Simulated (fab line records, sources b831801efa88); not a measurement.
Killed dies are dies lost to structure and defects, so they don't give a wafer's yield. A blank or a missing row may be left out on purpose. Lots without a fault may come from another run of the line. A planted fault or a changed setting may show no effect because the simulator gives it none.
fab line records | flow sky130
record lots=11 wafers=33 last_day=50
route steps=708 shown LI_CONTACT@385 LOCAL_INTERCONNECT@387 CONTACT@430
lots that met no fault: from a run of the same line without faults
start_h: hours from the record's first day to the start of the lot's first wafer shown | wait_h: hours since the lot's step before | " the same as in the row above | L1.1+2: a row that stands for several wafers | - no value, or no start given | * or withheld: withheld | < > ~ a bound
route shown NAME@n: a module of which the file shows steps, and the number in the route of the first | usual: mean/standard deviation of fault-free wafers | same: alike in all rows | chamber/n: place in a boat | sites: the reading at each site | _std_site: their standard deviation | _edge_site: outer sites' mean less inner sites' | radius_mm: how far each site lies from the wafer's centre | mask NAME#n: copy n | behind: the tool/chamber that last shaped the wafer | hold: why the lot was held/for how many hours/how that ended | device: the transistor (n, p or np) that didn't switch | end of line: the same wafers' tests at the end of the route | a step without rows: its recipe alone | killed: dies lost to structure and defects at the first sort, not the wafer's yield | map: a wafer's dies, x killed, . not, _ none there
set.NAME: the setting as run; set.NAME@STEP: as run at that earlier step | model.NAME: the simulator's own value behind a step, which no gauge read
steps of the route over a sample of lots; a table a step, a row a wafer
services: from which hour (start_h, from the record's first day; less than 0 if before it) a tool's chamber was out of use, for how many hours, and why
## steps
# step SKY_LI_CONTACT_THK_MEAS_23
# recipe thk_meas_gauge=xrf reads=W_of_LI_CONTACT_CVD_21
# usual LI_CONTACT_W_THK=403/10
# columns lot.wafer tool chamber start_h wait_h LI_CONTACT_W_THK[nm]
L536.2 film_metro-01 - 684.40 0.1 411
L536.4 " - " " 402
L536.5 " - " " 400
L539.2 film_metro-01 - 709.22 0.1 394
L539.3 " - " " 402
L539.6 " - " " 406
L541.3 film_metro-04 - 736.33 0.1 399
L541.4 " - " " 396
L541.5 " - " " 403
L542.1 film_metro-01 - 739.51 0.1 407
L542.2 " - " " 412
L542.5 " - " " 410
L548.2 film_metro-01 - 776.93 0.1 415
L548.3 " - " " 396
L548.5 " - " " 400
L549.2 film_metro-04 - 786.03 0.1 391
L549.5 " - " " 395
L549.6 " - " " 392
L553.1 film_metro-02 - 808.14 0.1 404
L553.4 " - " " 410
L553.5 " - " " 399
L554.1 film_metro-04 - 823.70 0.1 397
L554.5 " - " " 392
L554.6 " - " " 385
L557.2 film_metro-02 - 846.32 0.1 391
L557.3 " - " " 399
L557.6 " - " " 397
L558.3 film_metro-01 - 849.98 0.1 408
L558.4 " - " " 419
L558.5 " - " " 415
L559.1 film_metro-02 - 857.33 0.1 403
L559.3 " - " " 407
L559.4 " - " " 407
# step SKY_LOCAL_INTERCONNECT_SPUTTER_00
# recipe material=TiN target_thk_nm=100 temp_c=300 power_w=6500 time_s=83.3 chamber_pressure_pa=0.4
# usual susceptor_temp_C=300.00/0.19 throttle_valve_pct=29.5/0.9
# columns lot.wafer tool chamber start_h wait_h susceptor_temp_C throttle_valve_pct
L536.2 pvd_sputter-01 - 684.75 0.2 299.83 29.2
L536.4 " - " " 300.13 31.1
L536.5 " - " " 299.82 29.2
L539.2 pvd_sputter-03 - 709.57 0.2 300.12 28.0
L539.3 " - " " 300.47 29.1
L539.6 " - " " 300.15 28.2
L541.3 pvd_sputter-02 - 736.67 0.1 299.82 28.5
L541.4 " - " " 299.59 30.1
L541.5 " - " " 300.41 29.1
L542.1 pvd_sputter-03 - 739.87 0.2 299.88 28.3
L542.2 " - " " 300.08 28.9
L542.5 " - " " 300.09 28.5
L548.2 pvd_sputter-01 - 777.28 0.1 299.87 30.9
L548.3 " - " " 299.90 29.2
L548.5 " - " " 300.02 29.0
L549.2 pvd_sputter-02 - 786.38 0.1 300.20 29.7
L549.5 " - " " 300.24 29.9
L549.6 " - " " 300.07 28.7
L553.1 pvd_sputter-02 - 808.50 0.1 300.08 29.3
L553.4 " - " " 300.08 29.8
L553.5 " - " " 299.95 29.7
L554.1 pvd_sputter-01 - 824.19 0.1 300.06 29.2
L554.5 " - " " 300.09 30.9
L554.6 " - " " 299.87 31.4
L557.2 pvd_sputter-03 - 846.67 0.2 299.93 30.6
L557.3 " - " " 299.79 28.4
L557.6 " - " " 299.94 28.1
L558.3 pvd_sputter-03 - 850.32 0.2 299.88 30.7
L558.4 " - " " 300.01 29.1
L558.5 " - " " 299.94 28.0
L559.1 pvd_sputter-03 - 857.69 0.2 300.11 28.5
L559.3 " - " " 300.01 28.7
L559.4 " - " " 300.13 30.7
# step SKY_LOCAL_INTERCONNECT_RS_MEAS_01
# recipe thk_meas_gauge=four-point-probe reads=TiN_of_LOCAL_INTERCONNECT_SPUTTER_00
# usual LOCAL_INTERCONNECT_TIN_RS=14.30/0.2
# columns lot.wafer tool chamber start_h wait_h LOCAL_INTERCONNECT_TIN_RS[ohm/sq]
L536.2 film_metro-03 - 684.83 0.1 14.26
L536.4 " - " " 14.62
L536.5 " - " " 14.29
L539.2 film_metro-03 - 709.65 0.1 14.07
L539.3 " - " " 14.38
L539.6 " - " " 14.21
L541.3 film_metro-02 - 736.77 0.1 14.19
L541.4 " - " " 14.18
L541.5 " - " " 14.02
L542.1 film_metro-01 - 739.93 0.0 14.21
L542.2 " - " " 14.15
L542.5 " - " " 14.04
L548.2 film_metro-02 - 777.36 0.1 14.84
L548.3 " - " " 14.52
L548.5 " - " " 14.53
L549.2 film_metro-02 - 786.46 0.1 14.32
L549.5 " - " " 14.31
L549.6 " - " " 14.33
L553.1 film_metro-01 - 808.56 0.0 13.87
L553.4 " - " " 14.19
L553.5 " - " " 13.86
L554.1 film_metro-03 - 824.26 0.0 14.43
L554.5 " - " " 14.20
L554.6 " - " " 14.73
L557.2 film_metro-03 - 846.75 0.1 14.09
L557.3 " - " " 14.23
L557.6 " - " " 14.24
L558.3 film_metro-03 - 850.42 0.1 14.37
L558.4 " - " " 14.45
L558.5 " - " " 14.37
L559.1 film_metro-01 - 857.75 0.0 14.20
L559.3 " - " " 14.27
L559.4 " - " " 14.33
# step SKY_CONTACT_CVD_24
# recipe material=W target_thk_nm=340 time_s=102.12 temp_c=400 pressure_torr=40
# usual heater_power_w=815/100 susceptor_temp_C=400.01/0.24
# columns lot.wafer tool chamber start_h wait_h heater_power_w susceptor_temp_C
L536.2 cvd_w-01 1 743.44 0.0 785 400.23
L536.4 " 1 " " 792 400.33
L536.5 " 0 " " 696 400.01
L539.2 cvd_w-02 0 767.06 0.0 741 400.02
L539.3 " 0 " " 752 399.83
L539.6 " 0 " " 747 399.73
L541.3 cvd_w-01 0 794.32 0.1 691 399.39
L541.4 " 1 " " 782 399.97
L541.5 " 1 " " 787 400.11
L542.1 cvd_w-02 0 796.77 0.0 765 399.89
L542.2 " 1 " " 943 399.79
L542.5 " 1 " " 954 399.94
L548.2 cvd_w-01 0 833.69 0.0 689 399.85
L548.3 " 1 " " 800 399.89
L548.5 " 0 " " 690 400.03
L549.2 cvd_w-01 1 841.64 0.0 792 400.19
L549.5 " 0 " " 699 399.56
L549.6 " 1 " " 800 400.37
L553.1 cvd_w-02 1 863.68 0.0 934 400.07
L553.4 " 1 " " 938 400.15
L553.5 " 1 " " 944 400.12
L554.1 cvd_w-02 1 879.04 0.0 951 400.30
L554.5 " 1 " " 929 400.16
L554.6 " 1 " " 955 400.34
L557.2 cvd_w-02 0 901.71 0.0 760 399.64
L557.3 " 0 " " 759 400.24
L557.6 " 0 " " 753 399.77
L558.3 cvd_w-02 0 905.08 0.1 733 399.94
L558.4 " 1 " " 951 400.58
L558.5 " 0 " " 754 399.95
L559.1 cvd_w-02 1 911.53 0.0 924 400.64
L559.3 " 0 " " 758 399.97
L559.4 " 1 " " 931 400.06
# step SKY_CONTACT_RS_MEAS_25
# recipe thk_meas_gauge=four-point-probe reads=W_of_CONTACT_CVD_24+TiN_of_CONTACT_SPUTTER_23
# usual CONTACT_W_RS=0.337/0.0058
# columns lot.wafer tool chamber start_h wait_h CONTACT_W_RS[ohm/sq]
L536.2 film_metro-04 - 743.57 0.1 0.335
L536.4 " - " " 0.333
L536.5 " - " " 0.342
L539.2 film_metro-04 - 767.19 0.1 0.333
L539.3 " - " " 0.327
L539.6 " - " " 0.329
L541.3 film_metro-04 - 794.44 0.1 0.346
L541.4 " - " " 0.334
L541.5 " - " " 0.335
L542.1 film_metro-03 - 796.88 0.1 0.328
L542.2 " - " " 0.332
L542.5 " - " " 0.335
L548.2 film_metro-03 - 833.82 0.1 0.350
L548.3 " - " " 0.287
L548.5 " - " " 0.340
L549.2 film_metro-03 - 841.77 0.1 0.284
L549.5 " - " " 0.341
L549.6 " - " " 0.281
L553.1 film_metro-03 - 863.90 0.2 0.339
L553.4 " - " " 0.341
L553.5 " - " " 0.335
L554.1 film_metro-02 - 879.26 0.2 0.335
L554.5 " - " " 0.338
L554.6 " - " " 0.337
L557.2 film_metro-04 - 901.84 0.1 0.332
L557.3 " - " " 0.330
L557.6 " - " " 0.332
L558.3 film_metro-03 - 905.20 0.1 0.331
L558.4 " - " " 0.338
L558.5 " - " " 0.330
L559.1 film_metro-04 - 911.64 0.1 0.335
L559.3 " - " " 0.331
L559.4 " - " " 0.339
# step SKY_CONTACT_THK_MEAS_26
# recipe thk_meas_gauge=xrf reads=W_of_CONTACT_CVD_24
# usual CONTACT_W_THK=343/8.3
# columns lot.wafer tool chamber start_h wait_h CONTACT_W_THK[nm]
L536.2 film_metro-04 - 743.68 0.1 341
L536.4 " - " " 342
L536.5 " - " " 335
L539.2 film_metro-04 - 767.30 0.1 337
L539.3 " - " " 343
L539.6 " - " " 340
L541.3 film_metro-04 - 794.54 0.1 323
L541.4 " - " " 336
L541.5 " - " " 335
L542.1 film_metro-03 - 797.00 0.1 354
L542.2 " - " " 350
L542.5 " - " " 348
L548.2 film_metro-03 - 833.93 0.1 335
L548.3 " - " " 410
L548.5 " - " " 343
L549.2 film_metro-03 - 841.88 0.1 415
L549.5 " - " " 348
L549.6 " - " " 420
L553.1 film_metro-03 - 864.02 0.1 344
L553.4 " - " " 343
L553.5 " - " " 346
L554.1 film_metro-02 - 879.38 0.1 348
L554.5 " - " " 344
L554.6 " - " " 345
L557.2 film_metro-04 - 901.95 0.1 340
L557.3 " - " " 342
L557.6 " - " " 340
L558.3 film_metro-03 - 905.30 0.1 352
L558.4 " - " " 345
L558.5 " - " " 355
L559.1 film_metro-04 - 911.76 0.1 336
L559.3 " - " " 341
L559.4 " - " " 333
# step SKY_CONTACT_CMP_27
# recipe stop_on=SiO2 t_overpolish_s=15 down_force_psi=3.5 platen_rpm=60 target_thk_nm=0 pad_velocity_m_s=0.94248
# usual motor_current_A=11.3/1.2 time_to_endpoint_s=83/4.5
# columns lot.wafer tool chamber start_h wait_h motor_current_A time_to_endpoint_s
L536.4 cmp-02 0 743.73 0.0 10.0 76
L536.2 " 3 " " 10.4 85
L536.5 " 1 " " 11.7 82
L539.2 cmp-01 2 767.35 0.0 11.7 89
L539.3 " 0 " " 9.9 90
L539.6 " 3 " " 13.0 81
L541.4 cmp-01 0 794.58 0.0 10.2 82
L541.3 " 2 " " 11.3 82
L541.5 " 1 " " 11.2 82
L542.2 cmp-01 2 797.16 0.1 11.5 86
L542.1 " 3 " " 12.2 78
L542.5 " 0 " " 9.7 86
L548.3 cmp-01 0 833.98 0.0 9.9 102
L548.2 " 3 " " 13.0 72
L548.5 " 1 " " 10.6 83
L549.2 cmp-01 1 841.98 0.1 11.0 94
L549.6 " 0 " " 9.7 98
L549.5 " 1 " " 11.0 77
L553.4 cmp-02 1 864.18 0.1 11.2 83
L553.1 " 2 " " 11.2 83
L553.5 " 3 " " 11.2 80
L554.1 cmp-01 2 879.49 0.1 11.6 88
L554.6 " 1 " " 11.2 85
L554.5 " 2 " " 12.0 87
L557.3 cmp-01 2 902.05 0.1 12.1 92
L557.2 " 0 " " 10.5 92
L557.6 " 1 " " 11.0 90
L558.4 cmp-01 0 905.44 0.1 10.3 84
L558.3 " 1 " " 11.2 85
L558.5 " 3 " " 13.1 81
L559.1 cmp-01 2 911.82 0.1 11.7 92
L559.4 " 3 " " 13.7 80
L559.3 " 1 " " 10.3 85
## services
# columns tool chamber start_h hours kind
pvd_sputter-03 - 672.79 2.2 repair
pvd_sputter-03 - 684.11 3.2 repair
cvd_w-02 - 694.92 28.1 pm
pvd_sputter-01 - 729.82 0.6 repair
cmp-01 - 732.08 2.6 repair
cvd_w-02 - 733.28 1.1 repair
pvd_sputter-02 - 752.66 2.0 repair
cmp-01 - 758.44 4.0 pm
cmp-01 - 762.44 - consumable_replace:conditioner
cmp-01 - 762.44 - consumable_replace:pad
cmp-01 - 777.44 1.5 repair
cmp-02 - 779.01 5.3 pm
cvd_w-02 - 783.81 6.9 pm
cmp-01 - 785.11 4.8 pm
cmp-02 - 800.21 2.0 repair
cmp-01 - 802.56 2.7 repair
cvd_w-02 - 809.24 2.8 pm
pvd_sputter-03 - 817.99 0.8 repair
cmp-02 - 829.25 1.9 repair
pvd_sputter-01 - 848.94 5.2 repair
pvd_sputter-03 0 853.16 - consumable_replace:kit
cvd_w-02 0 855.37 24.4 repair
pvd_sputter-03 - 878.04 2.4 repair
cvd_w-01 - 896.99 50.4 repair
## key
first_sign step=SKY_CONTACT_RS_MEAS_25 reading=CONTACT_W_RS direction=down sigmas=9.1 usual=0.337 struck=0.284
effect step=SKY_CONTACT_THK_MEAS_26 reading=CONTACT_W_THK direction=up sigmas=8.7 usual=343 struck=415
effect step=SKY_CONTACT_CMP_27 reading=time_to_endpoint_s direction=up sigmas=3.4 usual=* struck=*
met_at SKY_CONTACT_CVD_24
struck_lots L548,L549
struck_wafers L548.3,L549.2,L549.6
tester_left_out L548,L549
not_acting_at SKY_LI_CONTACT_THK_MEAS_23,SKY_LOCAL_INTERCONNECT_SPUTTER_00,SKY_LOCAL_INTERCONNECT_RS_MEAS_01
onset_between 794.32 833.69
fault kind=process_parameter_drift tool=cvd_w-01 chamber=1 onset_h=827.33 steps=SKY_CONTACT_CVD_24 channel=target_thk_nm offset=67.399 shape=step end_h=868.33 acts_in=these_recipes_only stated=340
# tester_left_out: of these lots the tester's yield and bins aren't shown, on N5 and GAA mostly nor the transistor test; their killed dies are dies lost to structure and defects alone, not to doping, threshold or leakage, so they don't give the yield
